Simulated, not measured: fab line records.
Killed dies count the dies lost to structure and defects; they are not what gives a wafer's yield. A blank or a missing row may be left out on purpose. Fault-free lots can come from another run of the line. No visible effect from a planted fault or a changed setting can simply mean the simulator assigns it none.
fab line records ; flow sky130
[record] lots = 5; wafers = 15; lastDay = 49
route steps=708 shown POLY_CUT@312 SD_P@320 RES_XHIGH@332 PAD_OPEN@708
lots that met no fault: taken from a fault-free run of the same line
startH: start of the lot's first displayed wafer, in hours after the record's first day ; waitH: hours since the lot's step before ; " identical to the entry in the row above ; L1.1+2: several wafers, shown together as one row ; - either no value or no given start ; * or withheld: withheld ; < > ~ a bound
route shown NAME@n: a module of which the file shows steps, and the number in the route of the first ; usual: mean/standard deviation taken from wafers without a fault ; same: alike in all rows ; chamber/n: place in a boat ; sites: readings site by site ; _std_site: standard deviation of those values ; _edge_site: mean of outer sites minus mean of inner sites ; radiusMm: how far each site lies from the wafer's centre ; mask NAME#n: copy n ; behind: the last tool/chamber to shape the wafer ; hold: why the lot was held/for how many hours/how that ended ; device: whichever transistor did not switch (one of n, p or np) ; end of line: at the end of the route, the tests of the same wafers ; for a step that has no rows: nothing shown but its recipe ; killed: dies lost to structure and defects at the first sort, not the wafer's yield ; map: a wafer's dies, marking killed ones x, the rest . and places with no die _
set.NAME: the setting that was run; set.NAME@STEP: the one run at that earlier step ; model.NAME: the simulator's own value behind a step, which no gauge read
certain route steps with their lots: each step a table, each wafer a row
services: the hour from which a tool's chamber was out of use, counted from the record's first day as startH (under 0 if before that day), plus the number of hours and why
[[steps]]
[step SKY_POLY_CUT_EXPOSE_05]
[recipe] maskId = NPCM; na = 0.8; sourceShape = annular; sigmaInner = 0.55; sigmaOuter = 0.85; targetCdNm = 270; doseMj = 32
[step SKY_POLY_CUT_PEB_06]
[recipe] pebTempC = withheld; pebTimeS = withheld; resist = KrF-thick
[step SKY_POLY_CUT_DEVELOP_07]
[recipe] developTimeS = 60; resist = KrF-thick; devTempC = 21
[step SKY_POLY_CUT_CD_MEAS_08]
[recipe] targetCdNm = 270
[usual] cdNm = 269.9/1.4
lot.wafer;tool;chamber;startH;waitH;cdNm
L233.1;cdSem-02;-;575.29;-;270.0
L233.2;cdSem-02;-;575.29;-;268.7
L233.4;cdSem-02;-;575.29;-;269.7
L239.3;cdSem-01;-;618.96;-;270.5
L239.4;cdSem-01;-;618.96;-;269.5
L239.6;cdSem-01;-;618.96;-;269.9
L247.1;cdSem-02;-;694.84;-;273.1
L247.5;cdSem-02;-;694.84;-;272.0
L247.6;cdSem-02;-;694.84;-;272.0
L249.1;cdSem-02;-;702.85;-;267.8
L249.4;cdSem-02;-;702.85;-;269.2
L249.6;cdSem-02;-;702.85;-;269.3
L250.2;cdSem-02;-;709.11;-;270.0
L250.4;cdSem-02;-;709.11;-;269.7
L250.6;cdSem-02;-;709.11;-;269.6
[step SKY_POLY_CUT_OVL_MEAS_09]
[usual] POLY_CUT_OVL = -1/4.7
lot.wafer;tool;chamber;startH;waitH;POLY_CUT_OVL[nm]
L233.1;overlay-01;-;575.41;0.1;-1
L233.2;overlay-01;-;575.41;0.1;-2
L233.4;overlay-01;-;575.41;0.1;-4
L239.3;overlay-01;-;619.05;0.1;-13
L239.4;overlay-01;-;619.05;0.1;-5
L239.6;overlay-01;-;619.05;0.1;-7
L247.1;overlay-02;-;694.96;0.1;1
L247.5;overlay-02;-;694.96;0.1;0
L247.6;overlay-02;-;694.96;0.1;-3
L249.1;overlay-01;-;702.97;0.1;-6
L249.4;overlay-01;-;702.97;0.1;-7
L249.6;overlay-01;-;702.97;0.1;-3
L250.2;overlay-01;-;709.22;0.1;-4
L250.4;overlay-01;-;709.22;0.1;3
L250.6;overlay-01;-;709.22;0.1;1
[step SKY_POLY_CUT_ETCH_10]
[recipe] chemistry = N2/H2; target = BARC; ionEnergyEv = 200; sourceW = 500; biasW = 100; pressureMtorr = 30; n2FlowSccm = 100; h2FlowSccm = 200; stopOn = SiO2; timeS = 45.9; targetDepthA = 600
[usual] biasW = 100.0/0.31; drypumpMotorCurrentA = 5.9/0.43; h2FlowSccm = 200.0/0.55; oesProductAu = 0.855/0.0053; throttleValvePct = 13.224/0.0092
lot.wafer;tool;chamber;startH;waitH;biasW;drypumpMotorCurrentA;h2FlowSccm;oesProductAu;rfHoursCounterH;throttleValvePct
L233.1;rieDiel-02;2;575.45;0.0;100.0;5.8;200.3;0.859;1;13.234
L233.2;rieDiel-02;1;575.45;0.0;99.7;5.8;200.8;0.853;30;13.216
L233.4;rieDiel-02;3;575.45;0.0;99.9;6.0;200.6;0.863;36;13.236
L239.3;rieDiel-02;0;619.08;0.0;100.0;6.0;199.5;0.858;26;13.226
L239.4;rieDiel-02;3;619.08;0.0;99.8;6.0;200.3;0.843;36;13.219
L239.6;rieDiel-02;1;619.08;0.0;99.8;5.9;199.3;0.862;-;13.225
L247.1;rieDiel-01;3;695.00;0.0;99.7;5.7;200.4;0.857;20;13.209
L247.5;rieDiel-01;2;695.00;0.0;99.3;5.1;200.4;0.857;-;13.221
L247.6;rieDiel-01;1;695.00;0.0;100.2;5.9;199.8;0.854;-;13.232
L249.1;rieDiel-04;2;703.01;0.0;100.4;5.3;199.5;0.848;47;13.216
L249.4;rieDiel-04;1;703.01;0.0;100.6;6.1;200.9;0.853;12;13.222
L249.6;rieDiel-04;3;703.01;0.0;100.3;6.6;199.9;0.862;-;13.224
L250.2;rieDiel-01;2;709.25;0.0;99.6;5.1;201.0;0.857;21;13.229
L250.4;rieDiel-01;3;709.25;0.0;99.8;5.7;199.9;0.858;20;13.228
L250.6;rieDiel-01;1;709.25;0.0;99.9;6.0;199.8;0.852;-;13.212
[step SKY_POLY_CUT_ETCH_11]
[recipe] target = Si3N4; chemistry = CF4/CH2F2/Ar; stopOn = poly-Si; sourceW = 600; biasW = 150; pressureMtorr = 40; cf4FlowSccm = 40; ch2f2FlowSccm = 20; Ar_flow_sccm = 150; timeS = 42.5; targetDepthA = 600
[usual] biasW = 150.0/0.44; drypumpMotorCurrentA = 5.9/0.43; oesProductAu = 0.829/0.0062; throttleValvePct = 14.995/0.0091
lot.wafer;tool;chamber;startH;waitH;biasW;drypumpMotorCurrentA;oesProductAu;rfHoursCounterH;throttleValvePct
L233.1;rieDiel-02;2;575.49;0.0;149.8;5.8;0.837;1;15.008
L233.2;rieDiel-02;1;575.49;0.0;150.6;5.9;0.835;30;15.002
L233.4;rieDiel-02;3;575.49;0.0;149.8;6.0;0.830;36;15.010
L239.3;rieDiel-02;0;619.12;0.0;149.8;6.0;0.830;26;14.997
L239.4;rieDiel-02;3;619.12;0.0;149.8;6.0;0.831;36;14.995
L239.6;rieDiel-02;1;619.12;0.0;149.4;5.8;0.826;-;14.992
L247.1;rieDiel-01;3;695.04;0.0;150.2;5.7;0.836;20;14.993
L247.5;rieDiel-01;2;695.04;0.0;150.4;5.1;0.837;-;15.009
L247.6;rieDiel-01;1;695.04;0.0;149.8;5.9;0.823;-;14.980
L249.1;rieDiel-04;2;703.05;0.0;149.7;5.3;0.835;47;14.992
L249.4;rieDiel-04;1;703.05;0.0;150.0;6.1;0.836;12;14.993
L249.6;rieDiel-04;3;703.05;0.0;150.6;6.5;0.822;-;14.992
L250.2;rieDiel-01;2;709.29;0.0;149.3;5.1;0.835;21;14.989
L250.4;rieDiel-01;3;709.29;0.0;150.1;5.7;0.830;20;14.995
L250.6;rieDiel-01;1;709.29;0.0;149.8;5.9;0.827;-;14.991
[step SKY_POLY_CUT_STRIP_12]
[recipe] chemistry = O2/N2; powerW = 1400; pressureMtorr = 1500; platenTempC = withheld; o2FlowSccm = 3000; n2FlowSccm = 300; overashFraction = 0.5
[usual] drypumpMotorCurrentA = 5.9/0.57; oesProductAu = 0.452/0.0044; stripTimeToEndpointS = 5.353/0.017
lot.wafer;tool;chamber;startH;waitH;drypumpMotorCurrentA;oesProductAu;rfHoursCounterH;stripTimeToEndpointS
L233.1;plasmaAsher-02;1;575.53;0.0;4.9;0.450;45;5.335
L233.2;plasmaAsher-02;0;575.53;0.0;6.5;0.448;45;5.348
L233.4;plasmaAsher-02;0;575.53;0.0;6.5;0.452;-;5.361
L239.3;plasmaAsher-02;1;619.19;0.1;4.8;0.455;-;5.366
L239.4;plasmaAsher-02;0;619.19;0.1;6.6;0.439;-;5.353
L239.6;plasmaAsher-02;0;619.19;0.1;6.6;0.445;-;5.338
L247.1;plasmaAsher-01;1;695.08;0.0;5.7;0.448;100;5.360
L247.5;plasmaAsher-01;0;695.08;0.0;5.9;0.455;-;5.350
L247.6;plasmaAsher-01;1;695.08;0.0;5.7;0.450;-;5.352
L249.1;plasmaAsher-03;0;703.09;0.0;6.1;0.457;89;5.371
L249.4;plasmaAsher-03;1;703.09;0.0;6.3;0.454;-;5.374
L249.6;plasmaAsher-03;1;703.09;0.0;6.3;0.446;-;5.335
L250.2;plasmaAsher-03;1;709.33;0.0;6.3;0.447;90;5.323
L250.4;plasmaAsher-03;1;709.33;0.0;6.3;0.456;-;5.346
L250.6;plasmaAsher-03;1;709.33;0.0;6.3;0.449;-;5.337
[step SKY_SD_P_DEHYDRATE_00]
[recipe] tempC = 200; timeS = 60
[step SKY_SD_P_HMDS_01]
[recipe] primeTimeS = 60; primeTempC = 120
[step SKY_SD_P_COAT_02]
[recipe] resist = NOVOLAK; spinRpm = 3000; resistThkNm = 1140
[step SKY_SD_P_SOFTBAKE_03]
[recipe] tempC = 90; timeS = 60; resist = NOVOLAK
[step SKY_SD_P_EXPOSE_04]
[recipe] maskId = PSDM; na = 0.6; sourceShape = conventional; sigmaOuter = 0.6; polarization = unpolarized; targetCdNm = 380; doseMj = 138
[same] sigmaOuter = 0.6
lot.wafer;tool;chamber;startH;waitH;mask
L233.1+2+4;ilineStepper-02;0;590.35;-;PSDM#0
L239.3+4+6;ilineStepper-02;0;634.11;-;NSDM#0
L247.1+5+6;ilineStepper-01;0;708.73;-;PSDM#0
L249.1+4+6;ilineStepper-02;0;717.04;-;PSDM#0
L250.2+4+6;ilineStepper-01;0;724.00;-;PSDM#0
[step SKY_SD_P_PEB_05]
[recipe] tempC = withheld; timeS = *; resist = NOVOLAK
[step SKY_SD_P_DEVELOP_06]
[recipe] resist = NOVOLAK; developer = TMAH; developTimeS = 60; devTempC = 23
[step SKY_SD_P_CD_MEAS_07]
[recipe] targetCdNm = 380
[usual] cdNm = 380.1/2.5
lot.wafer;tool;chamber;startH;waitH;cdNm
L233.1;cdSem-01;-;604.70;0.1;377.6
L233.2;cdSem-01;-;604.70;0.1;379.3
L233.4;cdSem-01;-;604.70;0.1;377.1
L239.3;cdSem-01;-;648.39;0.1;-
L239.4;cdSem-01;-;648.39;0.1;-
L239.6;cdSem-01;-;648.39;0.1;-
L247.1;cdSem-02;-;722.96;0.1;381.6
L247.5;cdSem-02;-;722.96;0.1;381.5
L247.6;cdSem-02;-;722.96;0.1;379.8
L249.1;cdSem-01;-;730.91;0.1;385.7
L249.4;cdSem-01;-;730.91;0.1;386.2
L249.6;cdSem-01;-;730.91;0.1;382.3
L250.2;cdSem-01;-;737.28;0.1;382.4
L250.4;cdSem-01;-;737.28;0.1;379.5
L250.6;cdSem-01;-;737.28;0.1;381.4
[step SKY_SD_P_OVL_MEAS_08]
[usual] SD_P_OVL = -0.6/1.1
lot.wafer;tool;chamber;startH;waitH;SD_P_OVL[nm]
L233.1;overlay-02;-;604.82;0.1;-1.8
L233.2;overlay-02;-;604.82;0.1;-0.9
L233.4;overlay-02;-;604.82;0.1;-1.7
L239.3;overlay-02;-;648.49;0.1;-
L239.4;overlay-02;-;648.49;0.1;-
L239.6;overlay-02;-;648.49;0.1;-
L247.1;overlay-01;-;723.08;0.1;-2.3
L247.5;overlay-01;-;723.08;0.1;-1.0
L247.6;overlay-01;-;723.08;0.1;-3.2
L249.1;overlay-02;-;731.03;0.1;-0.3
L249.4;overlay-02;-;731.03;0.1;0.3
L249.6;overlay-02;-;731.03;0.1;0.0
L250.2;overlay-02;-;737.38;0.1;-1.6
L250.4;overlay-02;-;737.38;0.1;-0.6
L250.6;overlay-02;-;737.38;0.1;-1.1
[step SKY_SD_P_IMPLANT_09]
[recipe] species = BF2; energyKev = 20; doseCm2 = 3e+15; tiltDeg = 0
[step SKY_SD_P_STRIP_10]
[recipe] chemistry = O2/N2; powerW = 1400; pressureMtorr = 1500; platenTempC = withheld; o2FlowSccm = 3000; n2FlowSccm = 300; overashFraction = 0.5
[usual] drypumpMotorCurrentA = 6.0/0.69; oesProductAu = 0.617/0.0044; stripTimeToEndpointS = 17.50/0.036
lot.wafer;tool;chamber;startH;waitH;drypumpMotorCurrentA;oesProductAu;rfHoursCounterH;stripTimeToEndpointS
L233.1;plasmaAsher-03;0;605.01;0.1;6.1;0.616;80;17.55
L233.2;plasmaAsher-03;1;605.01;0.1;6.3;0.613;80;17.58
L233.4;plasmaAsher-03;1;605.01;0.1;6.3;0.618;-;17.55
L239.3;plasmaAsher-03;0;648.69;0.1;6.1;0.621;-;17.48
L239.4;plasmaAsher-03;1;648.69;0.1;6.3;0.612;-;17.51
L239.6;plasmaAsher-03;0;648.69;0.1;6.1;0.617;-;17.53
L247.1;plasmaAsher-02;1;723.26;0.1;4.9;0.618;59;17.49
L247.5;plasmaAsher-02;1;723.26;0.1;4.9;0.621;-;17.50
L247.6;plasmaAsher-02;0;723.26;0.1;6.6;0.614;-;17.48
L249.1;plasmaAsher-03;1;731.21;0.1;6.3;0.619;92;17.53
L249.4;plasmaAsher-03;1;731.21;0.1;6.3;0.612;-;17.49
L249.6;plasmaAsher-03;1;731.21;0.1;6.3;0.619;-;17.51
L250.2;plasmaAsher-03;0;737.56;0.1;6.1;0.620;93;17.46
L250.4;plasmaAsher-03;1;737.56;0.1;6.3;0.615;-;17.43
L250.6;plasmaAsher-03;1;737.56;0.1;6.3;0.617;-;17.45
[step SKY_SD_P_TW_MEAS_11]
[usual] SD_P_TW = 2855/23
lot.wafer;tool;chamber;startH;waitH;SD_P_TW
L233.1;filmMetro-02;-;605.11;0.1;2863
L233.2;filmMetro-02;-;605.11;0.1;2888
L233.4;filmMetro-02;-;605.11;0.1;2868
L239.3;filmMetro-01;-;648.78;0.1;30
L239.4;filmMetro-01;-;648.78;0.1;30
L239.6;filmMetro-01;-;648.78;0.1;30
L247.1;filmMetro-01;-;723.36;0.1;2866
L247.5;filmMetro-01;-;723.36;0.1;2853
L247.6;filmMetro-01;-;723.36;0.1;2851
L249.1;filmMetro-04;-;731.31;0.1;2839
L249.4;filmMetro-04;-;731.31;0.1;2842
L249.6;filmMetro-04;-;731.31;0.1;2847
L250.2;filmMetro-04;-;737.67;0.1;2835
L250.4;filmMetro-04;-;737.67;0.1;2832
L250.6;filmMetro-04;-;737.67;0.1;2834
[step SKY_RES_XHIGH_DEHYDRATE_00]
[recipe] tempC = 200; timeS = 60
[step SKY_PAD_OPEN_PROBE_99]
[usual] killed_at_M0_to_M3 = 43/7.6; killed_at_M4_up = 2.9/1.7; killedAtContacts = 24/5.5; killedAtFrontEnd = 15/4.2; killedAtOther = 0.3/0.52; killedDies = 86/9.4; killedOnRim = 17/4; killedOpen = 47/7; killedShort = 39/6.4
[same] grossDies = 492; killedAtBackSide = 0
lot.wafer;tool;chamber;startH;waitH;killed_at_M0_to_M3;killed_at_M4_up;killedAtContacts;killedAtFrontEnd;killedAtOther;killedDies;killedOnRim;killedOpen;killedShort
L239.3;prober-01;-;1121.08;0.2;46;4;16;425;1;492;96;39;44
L239.4;prober-01;-;1121.13;0.2;50;0;15;427;0;492;96;49;27
L239.6;prober-01;-;1121.23;0.2;35;4;20;433;0;492;96;32;35
L247.1;prober-01;-;1169.41;0.1;47;1;22;18;0;88;22;54;34
L247.5;prober-01;-;1169.61;0.2;46;3;17;15;1;82;16;47;35
L247.6;prober-01;-;1169.66;0.2;42;1;14;14;0;71;14;34;37
L250.2;prober-02;-;1179.83;0.1;42;2;22;12;0;78;14;45;33
L250.4;prober-02;-;1179.93;0.2;36;2;27;17;0;82;17;47;35
L250.6;prober-02;-;1180.03;0.2;37;1;32;12;0;82;19;49;33
// killed by level:class
L239.3 SD_P:areaExpose=408 VIA3:geometricParticle:open=9 VIA1:geometricParticle:open=8 CONTACT:geometricParticle:short=6 METAL1:geometricParticle:short=6 VIA1:geometricParticle:short=6 VIA2:geometricParticle:open=6 FIELD_ISO:geometricParticle:short=5
L239.4 SD_P:areaExpose=416 VIA1:geometricParticle:open=17 VIA3:geometricParticle:open=8 VIA2:geometricParticle:open=7 METAL3:geometricParticle:short=5 LI_CONTACT:geometricParticle:open=4 CONTACT:geometricParticle:short=4 CONTACT:geometricParticle:open=4
L239.6 SD_P:areaExpose=425 CONTACT:geometricParticle:open=9 METAL1:geometricParticle:short=6 METAL2:geometricParticle:short=6 VIA1:geometricParticle:open=6 CONTACT:geometricParticle:short=5 FIELD_ISO:geometricParticle:short=3 LI_CONTACT:geometricParticle:open=3
L247.1 CONTACT:geometricParticle:open=9 VIA1:geometricParticle:open=9 VIA2:geometricParticle:open=8 METAL1:geometricParticle:short=8 VIA3:geometricParticle:open=7 LI_CONTACT:geometricParticle:open=6 FIELD_ISO:geometricParticle:open=5 FIELD_ISO:geometricParticle:short=5
L247.5 VIA1:geometricParticle:open=10 METAL1:geometricParticle:short=9 VIA2:geometricParticle:open=7 CONTACT:geometricParticle:open=6 VIA3:geometricParticle:open=6 METAL2:geometricParticle:short=5 FIELD_ISO:geometricParticle:open=4 LOCAL_INTERCONNECT:geometricParticle:short=4
L247.6 VIA2:geometricParticle:open=10 FIELD_ISO:geometricParticle:short=5 METAL1:geometricParticle:short=5 VIA1:geometricParticle:open=5 VIA2:geometricParticle:short=5 VIA3:geometricParticle:open=5 CONTACT:geometricParticle:open=4 METAL2:geometricParticle:short=4
L250.2 VIA1:geometricParticle:open=11 CONTACT:geometricParticle:open=11 VIA1:geometricParticle:short=7 VIA3:geometricParticle:open=7 FIELD_ISO:geometricParticle:short=6 LOCAL_INTERCONNECT:geometricParticle:short=5 VIA2:geometricParticle:open=5 LI_CONTACT:geometricParticle:open=4
L250.4 VIA1:geometricParticle:open=10 CONTACT:geometricParticle:open=9 VIA2:geometricParticle:open=7 FIELD_ISO:geometricParticle:short=6 CONTACT:geometricParticle:short=6 LI_CONTACT:geometricParticle:open=5 VIA3:geometricParticle:open=5 FIELD_ISO:geometricParticle:open=4
L250.6 CONTACT:geometricParticle:open=14 VIA1:geometricParticle:open=11 LI_CONTACT:geometricParticle:open=7 VIA3:geometricParticle:short=5 METAL1:geometricParticle:short=5 LOCAL_INTERCONNECT:geometricParticle:short=4 CONTACT:geometricParticle:short=4 VIA1:geometricParticle:short=4
// map L239.3 (x killed, . not)
__________xxxxxxxxxx_________
________xxxxxxxxxxxxxx_______
______xxxxxxxxxxxxxxxxxx_____
_____xxxxxxxxxxxxxxxxxxxx____
____xxxxxxxxxxxxxxxxxxxxxx___
___xxxxxxxxxxxxxxxxxxxxxxxx__
__xxxxxxxxxxxxxxxxxxxxxxxxxx_
_xxxxxxxxxxxxxxxxxxxxxxxxxxxx
_xxxxxxxxxxxxxxxxxxxxxxxxxxxx
_xxxxxxxxxxxxxxxxxxxxxxxxxxxx
_xxxxxxxxxxxxxxxxxxxxxxxxxxxx
_xxxxxxxxxxxxxxxxxxxxxxxxxxxx
_xxxxxxxxxxxxxxxxxxxxxxxxxxxx
_xxxxxxxxxxxxxxxxxxxxxxxxxxxx
_xxxxxxxxxxxxxxxxxxxxxxxxxxxx
__xxxxxxxxxxxxxxxxxxxxxxxxxx_
___xxxxxxxxxxxxxxxxxxxxxxxx__
____xxxxxxxxxxxxxxxxxxxxxx___
_____xxxxxxxxxxxxxxxxxxxx____
______xxxxxxxxxxxxxxxxxx_____
________xxxxxxxxxxxxxx_______
__________xxxxxxxxxx_________
// map L249.1 (x killed, . not)
__________...x.....x_________
________x.x........xx._______
______.................._____
_____xx..xx..x....x.....x____
____x.x..x................___
___x........x..............__
__.........x...x.......x...._
_...........xx...........x...
_..x............xx...xx..x.xx
_......x..........x..........
_................x...........
_.x.x..x.xx............x.....
_..xx.......x.x....x....x....
_.x....xxx.....xx...x.x...x..
_......x.......x..x......x...
__......x..xx.xxx.xxx......._
___....x....x..x....x..x.xx__
____.......x......x..x...x___
_____..x............x....____
______...x.x.xx.x.x....._____
________....x........._______
__________..x.x....._________
[[services]]
tool;chamber;startH;hours;kind
rieDiel-04;2;560.43;21.9;repair
rieDiel-04;1;573.22;14.5;repair
ilineStepper-01;-;577.00;1.7;pm
ilineStepper-01;0;597.56;-;calibration
ilineStepper-02;-;598.93;1.7;pm
plasmaAsher-02;-;604.89;8.3;repair
plasmaAsher-03;-;616.61;0.9;repair
ilineStepper-01;-;621.85;2.0;repair
rieDiel-02;2;626.94;1.5;repair
ilineStepper-02;0;652.84;-;calibration
ilineStepper-01;-;653.21;4.0;repair
rieDiel-02;-;665.56;14.6;pm
ilineStepper-02;-;675.80;4.4;pm
rieDiel-02;1;680.55;2.2;repair
rieDiel-02;0;708.62;7.3;repair
rieDiel-02;0;731.99;9.0;repair
plasmaAsher-01;-;733.75;9.0;pm
plasmaAsher-01;0;733.75;9.0;ventCycle
plasmaAsher-01;1;733.75;9.0;ventCycle
rieDiel-04;3;735.90;7.5;repair
[[key]]
[firstSign] step = SKY_SD_P_EXPOSE_04; reading = mask; direction = changed
[effect] step = SKY_SD_P_CD_MEAS_07; reading = cdNm; direction = missing
[effect] step = SKY_SD_P_OVL_MEAS_08; reading = SD_P_OVL; direction = missing
[effect] step = SKY_SD_P_TW_MEAS_11; reading = SD_P_TW; direction = down; sigmas = 99+; usual = 2855; struck = 30
[effect] step = SKY_PAD_OPEN_PROBE_99; reading = killedAtFrontEnd; direction = up; sigmas = 98; usual = 15; struck = 428
[moreKillsBornAt] SKY_SD_P_EXPOSE_04@ilineStepper-02 = 1249
metAt SKY_SD_P_EXPOSE_04
struckWafers L239.3,L239.4,L239.6
testerLeftOut L239
onsetBetween 590.35 634.11
[fault] kind = wrongMask; tool = any; chamber = -; onsetH = 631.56; steps = SKY_SD_P_EXPOSE_04; auxCopy = NSDM#0; scope = struckLotsOnly
// testerLeftOut: of these lots the tester's yield and bins aren't shown, on N5 and GAA mostly nor the transistor test; their killed dies are dies lost to structure and defects alone, not to doping, threshold or leakage, so they don't give the yield
